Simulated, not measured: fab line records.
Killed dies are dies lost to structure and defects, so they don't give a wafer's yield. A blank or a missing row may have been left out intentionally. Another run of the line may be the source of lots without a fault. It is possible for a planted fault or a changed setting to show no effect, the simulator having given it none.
2 desks looking at one fault | flow sky130 | only its own numbers are on each desk; what lay behind them is given at the end

METROLOGY DESK
What the gauges read, lot by lot, whatever tool the lot ran on: means of the sampled wafers that have a number. The brackets show how far a lot's mean lies from the usual mean; more than 4 standard deviations puts the lot out of limits, marked OUT.
Columns: A = CAPM_CVD_00_THK at SKY_CAPM_THK_MEAS_01, usual 15.36 nm; B = PAD_OPEN_BOW at SKY_PAD_OPEN_BOW_MEAS_13, usual 49 um
lot  | first seen here | A     | B
L835 | day 37 04:32    | 15.34 | 49
L837 | day 37 12:14    | 15.23 | 59
L836 | day 37 13:11    | 15.43 | 57
L838 | day 38 00:56    | 15.40 | 56
L839 | day 38 03:43    | 15.46 | 45
L845 | day 39 19:12    | 15.37 | 50
L846 | day 40 01:48    | 15.37 | 55
L849 | day 40 21:29    | 15.44 | 48
L850 | day 41 04:28    | 15.17 | 34
L851 | day 41 06:51    | 15.36 | 41
L854 | day 42 03:05    | 15.10 | 54
L857 | day 42 23:59    | 15.56 | 54
This desk found nothing out of limits on any of the 12 lots.

AT THE TOOL OWNER'S DESK: pvd-sputter-03
At SKY_METAL1_SPUTTER_04 (material TiN, target thk 70 nm, time 58.3 s) the tool's own readings: per lot run on this tool, the mean of the sampled wafers that have a number. The brackets show how far a lot's mean lies from the usual mean; more than 4 standard deviations puts the lot out of limits, marked OUT.
Columns: A = cathode-dc-power-W at SKY_METAL1_SPUTTER_04, usual 6500.1 W; B = throttle-valve-pct at SKY_METAL1_SPUTTER_04, usual 30.4 %
lot  | first seen here | A      | B
L837 | day 32 20:19    | 6501.8 | 31.2
L838 | day 33 08:52    | 6499.3 | 30.0
L846 | day 35 14:55    | 6499.6 | 30.0
L857 | day 38 17:59    | 6500.3 | 32.3
This desk found nothing out of limits on any of the 4 lots.

PUT TOGETHER
From the metrology desk's view, nothing was out of limits.
The tool owner's desk saw nothing out of limits.

WHAT THE SIMULATOR HAD PUT IN
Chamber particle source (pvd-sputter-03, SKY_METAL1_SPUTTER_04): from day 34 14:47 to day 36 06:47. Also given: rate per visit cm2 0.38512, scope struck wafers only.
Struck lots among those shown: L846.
